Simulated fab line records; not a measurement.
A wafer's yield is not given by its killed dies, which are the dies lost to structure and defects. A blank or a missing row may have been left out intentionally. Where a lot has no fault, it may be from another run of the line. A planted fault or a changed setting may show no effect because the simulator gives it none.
Comparing a struck lot with a sound one + flow sky130 + 22 out of 708 route steps
Sound: these wafers, L265.1, L265.3, L265.6. Wafers struck: L267.1, L267.2, L267.6. At the end, the cause is stated.
Per side, at each step with rows, come the tool, then ch with its chambers, and then its first start. Under that, the readings that differ: sound wafers + struck wafers + difference of the means + sigmas: that difference in standard deviations of wafers without a fault.
alike: readings with means less than 2 such deviations apart, plus words and numbers identical on both sides. not compared: withheld readings, readings lacking a value on some wafer, bounds such as >300 that could conceal the same value, and numbers that have no deviation in the record and whose values overlap.
The two part at a step that has a row with sigmas, a row that says differs or no value, or rows on one side only. Numbers that have no deviation but don't overlap get no sigmas and don't part them. Lack of a reading on every wafer of one side parts them only where that side has two or more wafers.

first, 4 steps without rows for these wafers: SKY_VT_ADJUST_LVTN_SOFTBAKE_14 (time 60 s); SKY_VT_ADJUST_LVTN_EXPOSE_15 (exposes mask HVN STD DERIVED, target cd 600 nm); SKY_VT_ADJUST_LVTN_PEB_16; SKY_VT_ADJUST_LVTN_DEVELOP_17 (develop time 60 s).
SKY_VT_ADJUST_LVTN_OVL_MEAS_18:
  struck on overlay-02, day 9 02:19; sound on overlay-02, day 8 09:43
  alike: VT_ADJUST_LVTN_01_OVL
then, 1 step without rows for these wafers: SKY_VT_ADJUST_LVTN_IMPLANT_19.
SKY_VT_ADJUST_LVTN_STRIP_20: strips in O2/N2.
  sound on plasmaAsher-02 ch 0,1, day 8 09:54; struck on plasmaAsher-02 ch 0,1, day 9 02:30
  alike: drypumpMotorCurrentA, oesProductAu, stripTimeToEndpointS
  not compared: rfHoursCounterH
SKY_VT_ADJUST_LVTN_TW_MEAS_21:
  struck on filmMetro-03, day 9 02:36; sound on filmMetro-04, day 8 10:00
  alike: VT_ADJUST_LVTN_2_TW
then, 4 steps without rows for these wafers: SKY_VT_ADJUST_NCORE_DEHYDRATE_00 (time 60 s); SKY_VT_ADJUST_NCORE_HMDS_01 (prime time 60 s); SKY_VT_ADJUST_NCORE_COAT_02 (resist thk 1140 nm); SKY_VT_ADJUST_NCORE_SOFTBAKE_03 (time 60 s).
SKY_VT_ADJUST_NCORE_EXPOSE_04: exposes mask LVTN COMPLEMENT THIN, target cd 380 nm.
  sound on ilineStepper-02 ch 0, day 8 20:22; struck on ilineStepper-02 ch 0, day 9 13:00
| reading | sound                                                                | struck                                                | difference | sigmas |
|---------|----------------------------------------------------------------------|-------------------------------------------------------|------------|--------|
| mask    | LVTN_COMPLEMENT_THIN#0 LVTN_COMPLEMENT_THIN#0 LVTN_COMPLEMENT_THIN#0 | HVN_STD_DERIVED#0 HVN_STD_DERIVED#0 HVN_STD_DERIVED#0 | differs    |        |
  alike: focusOffsetNm, stageVelMmS
then, 2 steps without rows for these wafers: SKY_VT_ADJUST_NCORE_PEB_05; SKY_VT_ADJUST_NCORE_DEVELOP_06 (develop time 60 s).
SKY_VT_ADJUST_NCORE_CD_MEAS_07: the cd target is 380 nm.
  struck on cdSem-01, day 9 23:00; sound on cdSem-01, day 9 07:10
| reading   | sound             | struck | difference                    | sigmas |
|-----------|-------------------|--------|-------------------------------|--------|
| cdNm (nm) | 380.2 378.2 380.6 | - - -  | no value on the struck wafers |        |
SKY_VT_ADJUST_NCORE_OVL_MEAS_08:
  struck on overlay-02, day 9 23:07; sound on overlay-02, day 9 08:47
| reading                  | sound          | struck | difference                    | sigmas |
|--------------------------|----------------|--------|-------------------------------|--------|
| VT_ADJUST_NCORE_OVL (nm) | -0.3 -1.0 -1.4 | - - -  | no value on the struck wafers |        |
then, 1 step without rows for these wafers: SKY_VT_ADJUST_NCORE_IMPLANT_09.
SKY_VT_ADJUST_NCORE_STRIP_10: strips in O2/N2.
  sound on plasmaAsher-02 ch 0,1, day 9 08:58; struck on plasmaAsher-02 ch 0,1, day 9 23:19
  alike: drypumpMotorCurrentA, oesProductAu, stripTimeToEndpointS
  not compared: rfHoursCounterH
SKY_VT_ADJUST_NCORE_TW_MEAS_11:
  struck on filmMetro-04, day 9 23:25; sound on filmMetro-04, day 9 09:04
| reading            | sound             | struck         | difference | sigmas      |
|--------------------|-------------------|----------------|------------|-------------|
| VT_ADJUST_NCORE_TW | 217.0 217.0 217.0 | 29.8 29.7 29.5 | -187.3     | -99 or more |
then, 1 step without rows for these wafers: SKY_VT_ADJUST_HVTR_DEHYDRATE_00 (time 60 s).
-- here the record skips 38 days between the struck wafers' starts before and after, leaving off in module VT_ADJUST_HVTR and picking up in module PAD_OPEN (first step shown: number 708 of the route) --
SKY_PAD_OPEN_PROBE_99:
  struck on prober-02, day 47 14:35; sound on prober-01, day 46 08:53
| reading                             | sound                         | struck                        | difference | sigmas |
|-------------------------------------|-------------------------------|-------------------------------|------------|--------|
| model.etest.nfet_16v.rOnOhmUm       | 1.394e+04 1.396e+04 1.395e+04 | 1.224e+04 1.237e+04 1.228e+04 | -1.653e+03 |        |
| model.etest.pfet_16v.rOnOhmUm       | 1.558e+04 1.512e+04 1.53e+04  | 1.685e+04 1.685e+04 1.704e+04 | +1.580e+03 |        |
| model.etest.pfetG5v0d10v5.rOnOhmUm  | 4661 4689 4704                | 5910 6091 6018                | +1322      |        |
| model.etest.tipP.rsOhmSq            | 6870 6825 6901                | 7432 7418 7459                | +571       |        |
| model.etest.pfet_01v8.rOnOhmUm      | 2819 2802 2894                | 3288 3339 3269                | +460       |        |
| model.etest.tip_p_5v.rsOhmSq        | 2890 2874 2876                | 3135 3113 3139                | +249       |        |
| model.etest.pfetG5v0d10v5.driveUaUm | 347.3 342.7 345.4             | 249.3 246.4 245.3             | -98.1      |        |
| model.etest.sramNfetPass.driveUaUm  | 494.4 502.9 492.5             | 581.7 587.6 576.9             | +85.5      |        |

## WHERE THEY PART
Last at SKY_VT_ADJUST_NCORE_TW_MEAS_11 as far as this record goes, first at SKY_VT_ADJUST_NCORE_EXPOSE_04.

WHY: the cause the simulator had injected
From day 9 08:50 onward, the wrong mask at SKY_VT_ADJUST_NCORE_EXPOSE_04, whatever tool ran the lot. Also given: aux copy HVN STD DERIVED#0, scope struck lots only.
